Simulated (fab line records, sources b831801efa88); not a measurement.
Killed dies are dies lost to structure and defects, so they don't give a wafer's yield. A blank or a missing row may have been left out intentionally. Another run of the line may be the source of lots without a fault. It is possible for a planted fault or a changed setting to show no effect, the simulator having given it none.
One fault through the eyes of 2 desks || flow gf180mcu || each desk has only its own numbers; what lay behind them comes last

THE METROLOGY DESK
Lot by lot, what the gauges showed, no matter which tool ran the lot: averages of those sampled wafers that carry a number. The brackets show how far a lot's mean lies from the usual mean; more than 4 standard deviations puts the lot out of limits, marked OUT.
Columns: A = MVPSD_TW at GF_MVPSD_TW_MEAS_11, usual 554.9; B = MVPSD_RS at GF_VT_IMPLANT_RS_MEAS_49, usual 1168.8 ohm/sq
{"lot": "L886", "first seen here": "day 5 03:25", "A": 553.8, "B": 1167.0}
{"lot": "L887", "first seen here": "day 5 08:37", "A": 554.6, "B": 1170.6}
{"lot": "L889", "first seen here": "day 5 23:08", "A": 555.4, "B": 1169.2}
{"lot": "L890", "first seen here": "day 6 02:26", "A": 558.2, "B": 1166.4}
{"lot": "L894", "first seen here": "day 7 00:21", "A": "702.4 (+70) OUT", "B": "675.9 (-99 or more) OUT"}
{"lot": "L896", "first seen here": "day 7 13:53", "A": "703.7 (+71) OUT", "B": "673.3 (-99 or more) OUT"}
{"lot": "L899", "first seen here": "day 8 06:27", "A": 555.2, "B": 1169.8}
{"lot": "L900", "first seen here": "day 8 15:50", "A": 557.2, "B": 1165.8}
{"lot": "L903", "first seen here": "day 9 05:05", "A": 552.5, "B": 1170.1}
{"lot": "L905", "first seen here": "day 9 17:38", "A": 555.1, "B": 1170.5}
{"lot": "L906", "first seen here": "day 9 21:28", "A": 553.5, "B": 1170.4}
{"lot": "L907", "first seen here": "day 10 04:35", "A": 554.2, "B": 1168.1}
{"lot": "L908", "first seen here": "day 10 12:40", "A": 551.2, "B": 1167.6}
{"lot": "L909", "first seen here": "day 10 17:07", "A": 556.3, "B": 1165.0}
This desk's result: L894, L896 out of limits, first on L894 (MVPSD_TW at GF_MVPSD_TW_MEAS_11), day 7 00:21. L886, L887, L889, L890, L899, L900, L903, L905, L906, L907, L908, L909 stayed within limits.

TOOL OWNER'S DESK, implanter-02
The tool's own readings at GF_MVPSD_IMPLANT_09: means of the sampled wafers that have a number, for each lot that ran on this tool. The brackets show how far a lot's mean lies from the usual mean; more than 4 standard deviations puts the lot out of limits, marked OUT.
Columns: A = doseIonsCm2 at GF_MVPSD_IMPLANT_09, usual 5e+12; B = faradayCurrentUA at GF_MVPSD_IMPLANT_09, usual 28.3
{"lot": "L889", "first seen here": "day 5 22:53", "A": 5e+12, "B": 28.4}
{"lot": "L890", "first seen here": "day 6 02:02", "A": 5e+12, "B": 28.5}
{"lot": "L894", "first seen here": "day 7 00:07", "A": "4e+13 (+99 or more) OUT", "B": "218.9 (+99 or more) OUT"}
{"lot": "L896", "first seen here": "day 7 13:38", "A": "4e+13 (+99 or more) OUT", "B": "215.7 (+99 or more) OUT"}
This desk finds L894, L896 out of limits, L894 being first, at day 7 00:07 (doseIonsCm2 at GF_MVPSD_IMPLANT_09). L889, L890 stayed within limits.

BROUGHT TOGETHER
The tool owner's desk had the chance to raise an alarm at day 7 00:07 on L894, L896.
The metrology desk could have raised an alarm at day 7 00:21, on L894, L896.
Of the lots named, all ran GF_MVPSD_IMPLANT_09 on implanter-02.

WHAT THE SIMULATOR HAD PUT IN
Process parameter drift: implanter-02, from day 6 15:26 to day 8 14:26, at GF_MVPSD_IMPLANT_09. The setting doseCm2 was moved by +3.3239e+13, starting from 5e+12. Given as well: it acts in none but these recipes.
Struck lots among those shown: L894, L896.
Delay (hours) between the fault's onset and each desk's first out-of-limits reading: 9 at the tool owner's desk, 9 at the metrology desk.
